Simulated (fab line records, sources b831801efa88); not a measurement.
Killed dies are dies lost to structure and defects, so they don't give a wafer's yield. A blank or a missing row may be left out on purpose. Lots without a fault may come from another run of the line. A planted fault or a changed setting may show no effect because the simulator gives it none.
Split-lot experiment | flow sfq_line | 5 lots, 11 wafers read, on a route of 325 steps

THE SPLIT
At SFQ_TRILAYER_I7_VIA_LITHO_COAT_192 (resist thk 62 nm), the setting spin_rpm was moved away from the recipe's 3000 rpm on 4 of the 11 wafers read, by +2.0% to +6.6%. The other wafers ran this setting at the recipe's value.

The file shows no step between the split and the reading.

THE READING
etch.depth_nm (the simulator's own value, which no gauge read), in nm, at SFQ_TRILAYER_I7_VIA_BARC_OPEN_VIA_ETCH_260 (etches BARC in O2, target depth 125 nm, time 41.7 s). The file gives no usual value for it. The 7 wafers here that ran the recipe average 61.81 nm, standard deviation 0.11 nm.

wafer  | tool, chamber at the split | spin_rpm as run, rpm | against the recipe | etch.depth_nm, nm | against lot-mates on the recipe
L074.2 | litho_track-02, 0          | 3000                 | recipe             | 61.82             | -
L074.4 | litho_track-02, 0          | 3000                 | recipe             | 61.95             | -
L074.5 | litho_track-02, 0          | 3000                 | recipe             | 61.7              | -
L076.3 | litho_track-02, 0          | 3000                 | recipe             | 61.95             | -
L078.1 | litho_track-02, 0          | 3061                 | +2.0%              | 61.2              | no lot-mate on the recipe
L078.4 | litho_track-02, 0          | 3061                 | +2.0%              | 61.27             | no lot-mate on the recipe
L080.3 | litho_track-03, 0          | 3198                 | +6.6%              | 59.84             | -1.85
L080.4 | litho_track-03, 0          | 3000                 | recipe             | 61.69             | -
L080.5 | litho_track-03, 0          | 3000                 | recipe             | 61.7              | -
L083.1 | litho_track-02, 0          | 3000                 | recipe             | 61.85             | -
L083.6 | litho_track-02, 0          | 3162                 | +5.4%              | 60.24             | -1.61

THE FIT
A straight line over all 11 wafers: etch.depth_nm changes by -0.295 nm for each +1% of spin_rpm; r = -0.99; the points scatter about the line by 0.097 nm.
The same after taking each lot's own level away (the mean of its wafers on the recipe; 9 wafers): -0.288 nm for each +1%; r = -1.00; scatter 0.072 nm.
On that fit, the largest move of spin_rpm shifts the reading by 1.9 nm.
The lots' own levels span 61.695 to 61.950 nm, that is 2.4 times the standard deviation above.
So the lot-to-lot level changes the slope little: the two slopes agree.
Check: with one of the wafers moved furthest among these (+6.6%) left out of the fit, the line predicts -1.97 nm for it against its lot-mates. It came out at -1.85 nm against them.

THE WHOLE CHAIN: every reading that the file lists as answering this split, in the file's order
step                                       | what it does                                        | reading                                                                                        | change (the file's fit)               | r (the file's)
SFQ_TRILAYER_I7_VIA_LITHO_COAT_192         | resist thk 62 nm                                    | BARC_of_TRILAYER_I7_VIA_LITHO_COAT_192.thk_nm (the simulator's own value, which no gauge read) | -0.291 nm for each +1% of the setting | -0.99
SFQ_TRILAYER_I7_VIA_BARC_OPEN_VIA_ETCH_260 | etches BARC in O2, target depth 125 nm, time 41.7 s | etch.depth_nm (the simulator's own value, which no gauge read)                                 | -0.286 nm for each +1% of the setting | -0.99

THE FILE'S OWN FIT
etch.depth_nm changes by -0.286 nm for each +1% of spin_rpm, r = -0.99.
